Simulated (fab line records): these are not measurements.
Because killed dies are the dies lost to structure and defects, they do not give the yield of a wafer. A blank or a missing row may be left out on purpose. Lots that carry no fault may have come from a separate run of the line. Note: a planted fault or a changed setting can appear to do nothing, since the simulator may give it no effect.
Struck lot and sound lot, side by side | flow sfqLine | 42 steps out of a route of 325
Sound: wafers L922.1, L922.3, L922.4. Struck: wafer L937.5 (left out: L937.1, L937.2 of the same lot, which were not struck); the cause appears at the end.
Each step with rows lists, per side, the tool, then ch with its chambers, then its first start. Under that, the readings that differ: sound wafers | struck wafers | difference of the means | sigmas: that difference in standard deviations of wafers without a fault.
alike: same words and numbers on both sides, and readings whose means sit less than 2 such deviations apart. not compared: any withheld reading, any reading some wafer has no value for, any bound like >300 that may hide the same value, and any number with overlapping values for which the record gives no deviation.
Wherever a step has rows on one side only, a row that says differs or no value, or a row with sigmas, the two part there. When numbers do not overlap yet have no deviation, they are printed without sigmas and do not part them. Lack of a reading on every wafer of one side parts them only where that side has two or more wafers.

first, 6 steps without rows for these wafers: SFQ_TRILAYER_M2_LITHO_COAT_062 (resist thk 62 nm); SFQ_TRILAYER_M2_LITHO_COAT_057 (resist thk 600 nm); SFQ_TRILAYER_M2_LITHO_SOFTBAKE_061; SFQ_TRILAYER_M2_LITHO_EXPOSE_058 (exposes mask M2, target cd 500 nm); SFQ_TRILAYER_M2_LITHO_PEB_060 (peb time 60 s); SFQ_TRILAYER_M2_LITHO_DEVELOP_059 (time 60 s).
SFQ_M2_OVL_MEAS_916:
  sound on overlay-02 at day 20 20:05; struck on overlay-01 at day 29 08:02
  alike: M2_OVL
then, 2 steps without rows for these wafers: SFQ_TRILAYER_M2_BARC_OPEN_METAL_ETCH_077 (etches BARC in O2, target depth 125 nm, time 41.7 s); SFQ_TRILAYER_M2_ETCH_METAL_ETCH_060 (etches Nb in Cl2/Ar, stops on SiO2, target depth 240 nm, time 120 s).
SFQ_TRILAYER_M2_STRIP_STRIP_061: strips in O2.
  sound on rieMetal-03 ch 0,1, day 20 20:18; struck on rieMetal-03 ch 0, day 29 08:15
  alike: drypumpMotorCurrentA, oesProductAu
  not compared: rfHoursCounterH
then, 2 steps without rows for these wafers: SFQ_TRILAYER_M2_STRIP_SOLV_CLEAN_062 (cleans in NMP, time 600 s); SFQ_TRILAYER_I2_DEP_PECVD_063 (deposits SiO2 from SiH4/N2O, time 111.11 s, target thk 500 nm).
SFQ_TRILAYER_I2_CMP_CMP_064: polishes SiO2.
  sound on cmp-01 ch 0,1,2, day 20 23:29; struck on cmp-01 ch 2, day 29 13:41
reading                                            | sound             | struck | difference | sigmas
timeToEndpointS (s)                                | 203 206 202       | 285    | +81        | +13
model.SiO2_of_TRILAYER_I2_DEP_PECVD_063.thkNm (nm) | 200.1 199.7 198.2 | 306.5  | +107.2     | 
  alike: motorCurrentA
SFQ_I2_BOW_MEAS_917:
  sound on filmMetro-04 at day 21 02:29; struck on filmMetro-01 at day 29 15:11
  alike: I2_BOW
SFQ_TRILAYER_I2_METRO_MEASURE_065:
  sound on filmMetro-04 at day 21 02:37; struck on filmMetro-01 at day 29 15:18
reading    | sound             | struck | difference | sigmas
thkNm (nm) | 200.1 199.7 198.2 | 306.4  | +107.1     | +99 or more
then, 6 steps without rows for these wafers: SFQ_TRILAYER_I2_VIA_LITHO_COAT_072 (resist thk 62 nm); SFQ_TRILAYER_I2_VIA_LITHO_COAT_067 (resist thk 650 nm); SFQ_TRILAYER_I2_VIA_LITHO_SOFTBAKE_071; SFQ_TRILAYER_I2_VIA_LITHO_EXPOSE_068 (exposes mask I2, target cd 500 nm); SFQ_TRILAYER_I2_VIA_LITHO_PEB_070 (peb time 60 s); SFQ_TRILAYER_I2_VIA_LITHO_DEVELOP_069 (time 60 s).
SFQ_I2_OVL_MEAS_918:
  sound on overlay-01 at day 21 06:04; struck on overlay-01 at day 29 18:45
  alike: I2_OVL
SFQ_TRILAYER_I2_VIA_BARC_OPEN_VIA_ETCH_096: etches BARC in O2, target depth 125 nm, time 41.7 s.
  sound on rieDiel-01 ch 0,1,3, day 21 06:05; struck on rieDiel-03 ch 2, day 29 18:47
  alike: drypumpMotorCurrentA, oesProductAu
  not compared: rfHoursCounterH
SFQ_TRILAYER_I2_VIA_ETCH_VIA_ETCH_070: etches SiO2 in CHF3, stops on Nb, target depth 260 nm.
  sound on rieDiel-01 ch 0,1,3, day 21 06:08; struck on rieDiel-03 ch 2, day 29 18:49
reading                      | sound             | struck | difference | sigmas
oesProductAu (a.u.)          | 0.854 0.852 0.849 | 1.006  | +0.154     | +32
model.etch.depthNm (nm)      | 200.1 199.7 198.2 | 260.8  | +61.5      | 
model.I2.featureDepthNm (nm) | 200.1 199.7 198.2 | 260.8  | +61.5      | 
  alike: drypumpMotorCurrentA
then, 2 steps without rows for these wafers: SFQ_TRILAYER_I2_VIA_STRIP_STRIP_071 (strips in O2); SFQ_TRILAYER_I2_VIA_STRIP_SOLV_CLEAN_072 (cleans in NMP, time 600 s).
SFQ_TRILAYER_M3_DEP_PRE_CLEAN_074: time 22.5 s.
  sound on pvdSputter-03 at day 21 07:12; struck on pvdSputter-03 at day 29 19:43
reading                                            | sound             | struck | difference | sigmas
model.SiO2_of_TRILAYER_I2_DEP_PECVD_063.thkNm (nm) | 192.6 192.2 190.7 | 299    | +107       | 
then, 1 step without rows for these wafers: SFQ_TRILAYER_M3_DEP_SPUTTER_073 (material Nb, target thk 200 nm, time 133.3 s).
SFQ_M3_RS_MEAS_919: measures by four-point-probe.
  sound on filmMetro-03 at day 21 07:19; struck on filmMetro-04 at day 29 19:50
  alike: M3_NB_RS
then, 6 steps without rows for these wafers: SFQ_TRILAYER_M3_LITHO_COAT_080 (resist thk 62 nm); SFQ_TRILAYER_M3_LITHO_COAT_075 (resist thk 600 nm); SFQ_TRILAYER_M3_LITHO_SOFTBAKE_079; SFQ_TRILAYER_M3_LITHO_EXPOSE_076 (exposes mask M3, target cd 500 nm); SFQ_TRILAYER_M3_LITHO_PEB_078 (peb time 60 s); SFQ_TRILAYER_M3_LITHO_DEVELOP_077 (time 60 s).
-- the record jumps here: 6 days lie between the struck wafers' starts before and after --
SFQ_M3_OVL_MEAS_921:
  sound on overlay-02 at day 27 23:33; struck on overlay-01 at day 36 01:42
  alike: M3_OVL
SFQ_TRILAYER_M3_BARC_OPEN_METAL_ETCH_100: etches BARC in O2, target depth 125 nm, time 41.7 s.
  sound on rieMetal-03 ch 0,1, day 27 23:35; struck on rieMetal-01 ch 1, day 36 01:44
  alike: drypumpMotorCurrentA, oesProductAu
  not compared: rfHoursCounterH
SFQ_TRILAYER_M3_ETCH_METAL_ETCH_078: etches Nb in Cl2/Ar, stops on SiO2, target depth 240 nm, time 120 s.
  sound on rieMetal-03 ch 0,1, day 27 23:38; struck on rieMetal-01 ch 1, day 36 01:47
  alike: drypumpMotorCurrentA, oesProductAu
  not compared: rfHoursCounterH
SFQ_TRILAYER_M3_STRIP_STRIP_079: strips in O2.
  sound on rieMetal-03 ch 0,1, day 27 23:46; struck on rieMetal-01 ch 1, day 36 01:55
  alike: drypumpMotorCurrentA, oesProductAu
  not compared: rfHoursCounterH
then, 2 steps without rows for these wafers: SFQ_TRILAYER_M3_STRIP_SOLV_CLEAN_080 (cleans in NMP, time 600 s); SFQ_TRILAYER_I3_DEP_PECVD_081 (deposits SiO2 from SiH4/N2O, time 111.11 s, target thk 500 nm).
-- the record jumps here: 45 days lie between the struck wafers' starts before and after --
SFQ_M8_BOW_MEAS_951:
  sound on filmMetro-03 at day 71 11:52; struck on filmMetro-03 at day 80 19:14
reading                | sound             | struck | difference | sigmas
model.etest.i2.linkOhm | 1.985 1.984 1.992 | 1e+06  | +1e+06     | 
  alike: M8_BOW

== WHERE THEY PART ==
Last at SFQ_TRILAYER_I2_VIA_ETCH_VIA_ETCH_070 as far as this record goes, first at SFQ_TRILAYER_I2_CMP_CMP_064. Later steps at which nothing parts them and some readings are alike: SFQ_M3_RS_MEAS_919, SFQ_M3_OVL_MEAS_921, SFQ_TRILAYER_M3_BARC_OPEN_METAL_ETCH_100, SFQ_TRILAYER_M3_ETCH_METAL_ETCH_078, SFQ_TRILAYER_M3_STRIP_STRIP_079, SFQ_M8_BOW_MEAS_951.

WHY: what the simulator had put in
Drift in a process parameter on cmp-01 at SFQ_TRILAYER_I2_CMP_CMP_064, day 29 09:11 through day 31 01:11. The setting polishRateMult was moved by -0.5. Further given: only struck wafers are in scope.
